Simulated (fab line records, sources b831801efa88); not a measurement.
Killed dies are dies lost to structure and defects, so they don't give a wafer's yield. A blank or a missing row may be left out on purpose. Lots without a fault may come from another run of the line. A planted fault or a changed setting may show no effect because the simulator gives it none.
Which tool did it? | flow gf180mcu | 12 lots, 36 wafers sampled, at 1 step of a route of 602

WHAT THE GAUGES READ, wafer by wafer
GF_CONTACT_THK_MEAS_26: measures by xrf.
lot  | measured     | on            | CONTACT_W_THK (nm)
L075 | day 16 09:58 | film_metro-02 | 303 299 302
L077 | day 17 00:01 | film_metro-01 | 302 297 309
L079 | day 17 21:25 | film_metro-04 | 300 304 306
L081 | day 19 03:11 | film_metro-01 | 303 300 298
L083 | day 19 15:49 | film_metro-02 | 297 298 300
L085 | day 20 10:03 | film_metro-02 | 295 294 300
L087 | day 20 22:25 | film_metro-02 | 302 303 304
L089 | day 21 15:13 | film_metro-04 | 302 301 304
L091 | day 22 06:41 | film_metro-01 | 301 305 303
L093 | day 23 01:19 | film_metro-02 | 301 302 300
L095 | day 23 16:12 | film_metro-02 | 299 298 297
L097 | day 24 03:46 | film_metro-04 | 294 296 298

WHICH TOOL RAN EACH LOT (tool, then ch and the chambers of the sampled wafers, then the start)
The record holds no process step before these readings.

THE ANSWER, worked out from the rows above alone
Rule: what is usual is taken from the lots themselves. Put in order of their means at a reading, lots are off if they are a third of the lots or fewer, leave a main group of 4 or more, and stand apart from it by a gap of 3 or more times the standard deviation of the main group's means; of several such gaps the widest counts. A main group whose means are all the same, to the digits that the tables above print for the reading, isn't used. A lot without any number at a reading at which 4 lots or more have one is off too. The other lots that the step has rows for count as sound.
No lot is off at any reading shown: from this, nothing can be told.

WHAT THE SIMULATOR HAD PUT IN
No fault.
